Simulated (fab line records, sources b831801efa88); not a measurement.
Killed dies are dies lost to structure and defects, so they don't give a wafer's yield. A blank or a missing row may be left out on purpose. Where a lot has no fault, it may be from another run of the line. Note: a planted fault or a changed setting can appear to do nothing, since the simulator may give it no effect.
Problem report, 8D (eight disciplines) form, completed by code    flow gf180mcu    the parts of the form that need people (team, actions taken, sign-off) are left out

1. THE ISSUE
Wafers free of any fault read 418.2 ohm/sq (standard deviation 1.1) for HV_LDD_RS at GF_HV_LDD_RS_MEAS_53, against a mean of 410.1 ohm/sq on 3 wafers of 2 lots. Relative to the usual mean, that is a shift of -7.4 standard deviations.
The step: measures by four-point-probe.
First seen on wafer L916.6, day 16 10:04, on film_metro-02. At this step, 41 wafers from 14 lots have a number in the record. Rule for "out", or "out of limits": more than 4 standard deviations from the usual mean. Any other wafer with a number is counted as sound.

2. WHAT THIS IS AND IS NOT
question                     is                            is not
which readings at this step  HV_LDD_RS                     -
which lots                   L916, L918                    L904, L906, L907, L908, L909, L910, L912, L913, L923, L925, L926, L927
which wafers of those lots   L916.6, L918.4, L918.6        L916.1, L918.1
read on which gauges         film_metro-01, film_metro-02  film_metro-03
when                         from day 16 10:04             up to then (25 sound wafers); but 13 sound wafers of L918, L923, L925, L926, L927 came after

3. SUSPECTS, AND WHAT RULES EACH OUT
Counting: any tool at a process step up to the reading remains a suspect provided it ran every lot that is out. Sound lots after the first of them don't rule it out here, since some wafers of a struck lot are sound.
- the gauge at GF_HV_LDD_RS_MEAS_53 has been ruled out. Those wafers that are out were read across 2 gauges (film_metro-01, film_metro-02).
- implanter-01 at GF_HV_LDD_IMPLANT_36: kept. It ran every lot that is out, first L916 (day 15 11:26); its last sound lot up to then is L912 (day 14 03:44). On those wafers its own readings are out: beam_on_s, faraday_current_uA.
After counting, what remains is implanter-01 at GF_HV_LDD_IMPLANT_36.

4. THE CAUSE (what the simulator had put in)
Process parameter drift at GF_HV_LDD_IMPLANT_36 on implanter-01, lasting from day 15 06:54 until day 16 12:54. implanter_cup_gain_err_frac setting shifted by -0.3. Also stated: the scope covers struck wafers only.
Counting left only this tool.

5. THE EFFECT CHAIN, in route order
One row per reading whose mean, taken over the struck wafers that have a number, lies over 3 standard deviations from the usual. Readings are gone through only where the record gives a usual standard deviation; hours: the median, over the lots, of the time from a lot's start at the first step in this table giving one to that lot's start at this step; sigmas: the change measured in usual standard deviations.
hours  step                  reading             usual         on struck wafers  change  sigmas
0      GF_HV_LDD_IMPLANT_36  beam_on_s           10.02 s       14.22             +4.20   +21
0      GF_HV_LDD_IMPLANT_36  faraday_current_uA  42.2          29.6              -12.6   -15
0      GF_HV_LDD_TW_MEAS_38  HV_LDD_3_TW         1437          1471              +34     +3.1
23     GF_HV_LDD_RS_MEAS_53  HV_LDD_RS           418.2 ohm/sq  410.1             -8.1    -7.4
It contains these process steps:
- GF_HV_LDD_IMPLANT_36

6. HOW IT WOULD HAVE BEEN CAUGHT EARLIER
27 hours passed between the start of the fault at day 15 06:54 and the first reading out of limits at a measuring or inspecting step in this record, taken at day 16 10:04.
Tool's own readings at GF_HV_LDD_IMPLANT_36, beam_on_s, faraday_current_uA: out on all struck wafers the step has rows for; an alarm limit on them would have tripped on the first.
Each of the lots that are out, 2 in all, had begun GF_HV_LDD_IMPLANT_36 on implanter-01 no later than day 16 10:04. A hold on the tool at that time would have spared none of them.
